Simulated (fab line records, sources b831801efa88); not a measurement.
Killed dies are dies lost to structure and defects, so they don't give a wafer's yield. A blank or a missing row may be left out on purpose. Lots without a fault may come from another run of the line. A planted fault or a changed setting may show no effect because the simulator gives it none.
fab line records | flow gf180mcu
record lots=5 wafers=15 last_day=33
route steps=602 shown MIM@509
lots that met no fault: from a run of the same line without faults
start_h: hours from the record's first day to the start of the lot's first wafer shown | wait_h: hours since the lot's step before | " the same as in the row above | L1.1+2: a row that stands for several wafers | - no value, or no start given | * or withheld: withheld | < > ~ a bound
route shown NAME@n: a module of which the file shows steps, and the number in the route of the first | usual: mean/standard deviation of fault-free wafers | same: alike in all rows | chamber/n: place in a boat | sites: the reading at each site | _std_site: their standard deviation | _edge_site: outer sites' mean less inner sites' | radius_mm: how far each site lies from the wafer's centre | mask NAME#n: copy n | behind: the tool/chamber that last shaped the wafer | hold: why the lot was held/for how many hours/how that ended | device: the transistor (n, p or np) that didn't switch | end of line: the same wafers' tests at the end of the route | a step without rows: its recipe alone | killed: dies lost to structure and defects at the first sort, not the wafer's yield | map: a wafer's dies, x killed, . not, _ none there
set.NAME: the setting as run; set.NAME@STEP: as run at that earlier step | model.NAME: the simulator's own value behind a step, which no gauge read
lots at some steps of the route; a table a step, a row a wafer
services: from which hour (start_h, from the record's first day; less than 0 if before it) a tool's chamber was out of use, for how many hours, and why
## steps
# step GF_MIM_THK_MEAS_06
# recipe reads=Si3N4_of_MIM_CVD_05
# usual MIM_CVD_05_THK=42.0/0.65
# columns lot.wafer tool chamber start_h wait_h MIM_CVD_05_THK[nm]
L080.2 film_metro-04 - 614.96 0.0 41.0
L080.3 " - " " 41.9
L080.4 " - " " 42.1
L085.1 film_metro-03 - 657.06 0.0 40.8
L085.2 " - " " 41.5
L085.4 " - " " 42.0
L086.2 film_metro-02 - 659.90 0.0 40.4
L086.4 " - " " 42.0
L086.5 " - " " 41.7
L092.3 film_metro-04 - 710.86 0.0 42.2
L092.4 " - " " 42.8
L092.5 " - " " 42.4
L093.1 film_metro-03 - 711.75 0.0 42.5
L093.3 " - " " 42.5
L093.4 " - " " 43.1
# step GF_MIM_SPUTTER_07
# recipe material=TiN target_thk_nm=60 power_w=6500 time_s=50 chamber_pressure_pa=0.4
# usual throttle_valve_pct=29.7/0.8
# columns lot.wafer tool chamber start_h wait_h throttle_valve_pct
L080.2 pvd_sputter-01 - 615.01 0.0 30.5
L080.3 " - " " 29.7
L080.4 " - " " 30.3
L085.1 pvd_sputter-04 - 657.12 0.1 31.3
L085.2 " - " " 28.8
L085.4 " - " " 29.8
L086.2 pvd_sputter-01 - 659.95 0.0 29.8
L086.4 " - " " 30.6
L086.5 " - " " 30.6
L092.3 pvd_sputter-01 - 710.90 0.0 30.2
L092.4 " - " " 28.1
L092.5 " - " " 30.0
L093.1 pvd_sputter-01 - 711.81 0.1 28.4
L093.3 " - " " 30.1
L093.4 " - " " 30.0
# step GF_MIM_SPUTTER_08
# recipe material=AlCu target_thk_nm=200 power_w=10600 time_s=10.6 chamber_pressure_pa=0.4
# usual throttle_valve_pct=29.7/0.79
# columns lot.wafer tool chamber start_h wait_h throttle_valve_pct
L080.2 pvd_sputter-01 - 615.05 0.0 30.5
L080.3 " - " " 29.7
L080.4 " - " " 30.1
L085.1 pvd_sputter-04 - 657.16 0.0 31.1
L085.2 " - " " 28.7
L085.4 " - " " 29.9
L086.2 pvd_sputter-01 - 660.00 0.0 30.2
L086.4 " - " " 30.6
L086.5 " - " " 30.8
L092.3 pvd_sputter-01 - 710.95 0.0 30.1
L092.4 " - " " 28.5
L092.5 " - " " 29.9
L093.1 pvd_sputter-01 - 711.86 0.0 28.3
L093.3 " - " " 30.0
L093.4 " - " " 29.7
# step GF_MIM_SPUTTER_09
# recipe material=TiN target_thk_nm=35 power_w=6500 time_s=29.2 chamber_pressure_pa=0.4
# usual throttle_valve_pct=29.7/0.79
# columns lot.wafer tool chamber start_h wait_h throttle_valve_pct
L080.2 pvd_sputter-01 - 615.08 0.0 30.4
L080.3 " - " " 29.9
L080.4 " - " " 29.9
L085.1 pvd_sputter-04 - 657.18 0.0 31.1
L085.2 " - " " 29.0
L085.4 " - " " 29.8
L086.2 pvd_sputter-01 - 660.02 0.0 30.2
L086.4 " - " " 30.6
L086.5 " - " " 30.4
L092.3 pvd_sputter-01 - 710.97 0.0 30.3
L092.4 " - " " 28.4
L092.5 " - " " 29.9
L093.1 pvd_sputter-01 - 711.88 0.0 28.1
L093.3 " - " " 30.3
L093.4 " - " " 29.8
# step GF_MIM_RS_MEAS_10
# recipe thk_meas_gauge=four-point-probe reads=TiN_of_MIM_SPUTTER_09+AlCu_of_MIM_SPUTTER_08+TiN_of_MIM_SPUTTER_07
# usual MIM_ALCU_RS=0.1614/0.0021
# columns lot.wafer tool chamber start_h wait_h MIM_ALCU_RS[ohm/sq]
L080.2 film_metro-03 - 615.13 0.0 0.1600
L080.3 " - " " 0.1621
L080.4 " - " " 0.1634
L085.1 film_metro-03 - 657.22 0.0 0.1599
L085.2 " - " " 0.1593
L085.4 " - " " 0.1610
L086.2 film_metro-04 - 660.07 0.0 0.1616
L086.4 " - " " 0.1613
L086.5 " - " " 0.1605
L092.3 film_metro-02 - 711.04 0.1 0.1594
L092.4 " - " " 0.1623
L092.5 " - " " 0.1587
L093.1 film_metro-04 - 711.91 0.0 0.1635
L093.3 " - " " 0.1606
L093.4 " - " " 0.1610
# step GF_MIM_THK_MEAS_11
# recipe thk_meas_gauge=xrf reads=AlCu_of_MIM_SPUTTER_08
# usual MIM_ALCU_THK=201/3.2
# columns lot.wafer tool chamber start_h wait_h MIM_ALCU_THK[nm]
L080.2 film_metro-03 - 615.24 0.1 200
L080.3 " - " " 198
L080.4 " - " " 196
L085.1 film_metro-03 - 657.34 0.1 202
L085.2 " - " " 202
L085.4 " - " " 199
L086.2 film_metro-04 - 660.18 0.1 201
L086.4 " - " " 204
L086.5 " - " " 203
L092.3 film_metro-02 - 711.14 0.1 204
L092.4 " - " " 199
L092.5 " - " " 203
L093.1 film_metro-04 - 712.03 0.1 199
L093.3 " - " " 203
L093.4 " - " " 201
# step GF_MIM_DEHYDRATE_12
# recipe temp_c=200 time_s=60
# columns lot.wafer tool chamber start_h wait_h
L080.2+3+4 litho_track-02 0 624.98 9.7
L085.1+2+4 litho_track-02 0 666.31 9.0
L086.2+4+5 litho_track-02 0 669.43 9.2
L092.3+4+5 litho_track-03 0 719.35 8.2
L093.1+3+4 litho_track-02 0 720.06 8.0
# step GF_MIM_HMDS_13
# recipe prime_time_s=60 prime_temp_c=120
# columns lot.wafer tool chamber start_h wait_h
L080.2+3+4 litho_track-02 0 625.13 0.1
L085.1+2+4 litho_track-02 0 666.46 0.1
L086.2+4+5 litho_track-02 0 669.58 0.1
L092.3+4+5 litho_track-03 0 719.50 0.1
L093.1+3+4 litho_track-02 0 720.21 0.1
# step GF_MIM_COAT_14
# recipe resist=NOVOLAK spin_rpm=3000 resist_thk_nm=1000
# columns lot.wafer tool chamber start_h wait_h
L080.2+3+4 litho_track-02 0 625.28 0.1
L085.1+2+4 litho_track-02 0 666.61 0.1
L086.2+4+5 litho_track-02 0 669.73 0.1
L092.3+4+5 litho_track-03 0 719.65 0.1
L093.1+3+4 litho_track-02 0 720.36 0.1
# step GF_MIM_SOFTBAKE_15
# recipe temp_c=90 time_s=60 resist=NOVOLAK
# columns lot.wafer tool chamber start_h wait_h
L080.2+3+4 litho_track-02 0 625.43 0.1
L085.1+2+4 litho_track-02 0 666.76 0.1
L086.2+4+5 litho_track-02 0 669.88 0.1
L092.3+4+5 litho_track-03 0 719.80 0.1
L093.1+3+4 litho_track-02 0 720.51 0.1
# step GF_MIM_EXPOSE_16
# recipe mask_id=FuseTop target_cd_nm=2000 na=0.6 source_shape=conventional sigma_outer=0.6 dose_mj=140
# same sigma_outer=0.6
# columns lot.wafer tool chamber start_h wait_h mask
L080.2+3+4 iline_stepper-02 0 - - FuseTop#0
L085.1+2+4 iline_stepper-01 0 - - FuseTop#0
L086.2+4+5 iline_stepper-01 0 - - FuseTop#0
L092.3+4+5 iline_stepper-01 0 - - FuseTop#0
L093.1+3+4 iline_stepper-02 0 - - FuseTop#0
# step GF_MIM_PEB_17
# recipe temp_c=withheld time_s=* resist=NOVOLAK
# columns lot.wafer tool chamber start_h wait_h
L080.2+3+4 litho_track-03 0 - -
L085.1+2+4 litho_track-02 0 - -
L086.2+4+5 litho_track-03 0 - -
L092.3+4+5 litho_track-03 0 - -
L093.1+3+4 litho_track-03 0 - -
# step GF_MIM_DEVELOP_18
# recipe develop_time_s=60 dev_temp_c=23
# columns lot.wafer tool chamber start_h wait_h
L080.2+3+4 litho_track-03 0 635.03 0.1
L085.1+2+4 litho_track-02 0 676.21 0.1
L086.2+4+5 litho_track-03 0 679.03 0.1
L092.3+4+5 litho_track-03 0 728.55 0.1
L093.1+3+4 litho_track-03 0 729.15 0.1
# step GF_MIM_METAL_ETCH_19
# recipe chemistry=Cl2/BCl3 mask_material=NOVOLAK stop_on=Si3N4 target_depth_nm=324.5 pressure_mtorr=8 icp_w=800 bias_w=140 Cl2_flow_sccm=80 bcl3_flow_sccm=40 time_s=54.1
# usual bias_w=140.0/0.48 drypump_motor_current_A=5.56/0.26 he_backside_leak_sccm=3.36/0.27 oes_product_au=0.940/0.0068 throttle_valve_pct=28.287/0.011
# columns lot.wafer tool chamber start_h wait_h bias_w drypump_motor_current_A he_backside_leak_sccm oes_product_au rf_hours_counter_h throttle_valve_pct
L080.2 rie_metal-01 1 635.15 0.1 139.0 5.96 3.33 0.946 10 28.283
L080.3 " 0 " " 139.9 5.21 4.04 0.939 - 28.296
L080.4 " 1 " " 139.7 5.95 3.30 0.931 - 28.295
L085.1 rie_metal-03 0 676.36 0.1 139.3 5.71 3.10 0.948 1 28.276
L085.2 " 1 " " 140.3 5.55 3.32 0.945 4 28.296
L085.4 " 0 " " 140.0 5.70 3.20 0.943 - 28.287
L086.2 rie_metal-03 1 679.15 0.1 139.9 5.60 3.30 0.939 4 28.291
L086.4 " 1 " " 140.2 5.61 3.26 0.936 - 28.287
L086.5 " 0 " " 140.3 5.66 3.03 0.937 - 28.271
L092.3 rie_metal-04 1 728.68 0.1 140.4 5.17 3.25 0.951 - 28.280
L092.4 " 0 " " 140.0 5.47 3.46 0.934 - 28.295
L092.5 " 0 " " 140.5 5.46 3.36 0.950 - 28.273
L093.1 rie_metal-03 0 729.30 0.1 140.4 5.70 3.58 0.929 3 28.311
L093.3 " 0 " " 140.3 5.70 3.49 0.944 - 28.279
L093.4 " 1 " " 140.5 5.58 3.19 0.943 - 28.302
## services
# columns tool chamber start_h hours kind
rie_metal-03 - 596.53 0.7 repair
iline_stepper-02 - 598.78 1.7 pm
iline_stepper-01 - 607.60 1.7 pm
pvd_sputter-04 - 615.35 2.1 repair
rie_metal-03 0 624.52 - clean
rie_metal-03 0 624.52 27.0 scheduled_down
rie_metal-03 0 624.52 27.0 vent_cycle
rie_metal-04 0 638.09 - clean
rie_metal-04 0 638.09 23.0 scheduled_down
rie_metal-04 0 638.09 23.0 vent_cycle
iline_stepper-01 0 653.53 - calibration
iline_stepper-02 - 673.15 2.1 pm
iline_stepper-02 - 675.23 - consumable_replace:lamp
iline_stepper-02 - 675.35 5.4 repair
iline_stepper-02 - 685.62 5.1 repair
pvd_sputter-04 - 688.97 2.9 repair
pvd_sputter-04 2 693.69 - consumable_replace:kit
pvd_sputter-04 2 693.69 18.0 scheduled_down
pvd_sputter-04 2 693.69 18.0 vent_cycle
rie_metal-04 - 695.64 2.8 pm
pvd_sputter-01 3 698.34 - consumable_replace:kit
pvd_sputter-01 3 698.34 18.0 scheduled_down
pvd_sputter-01 3 698.34 18.0 vent_cycle
iline_stepper-02 0 718.55 - calibration
## key
fault none
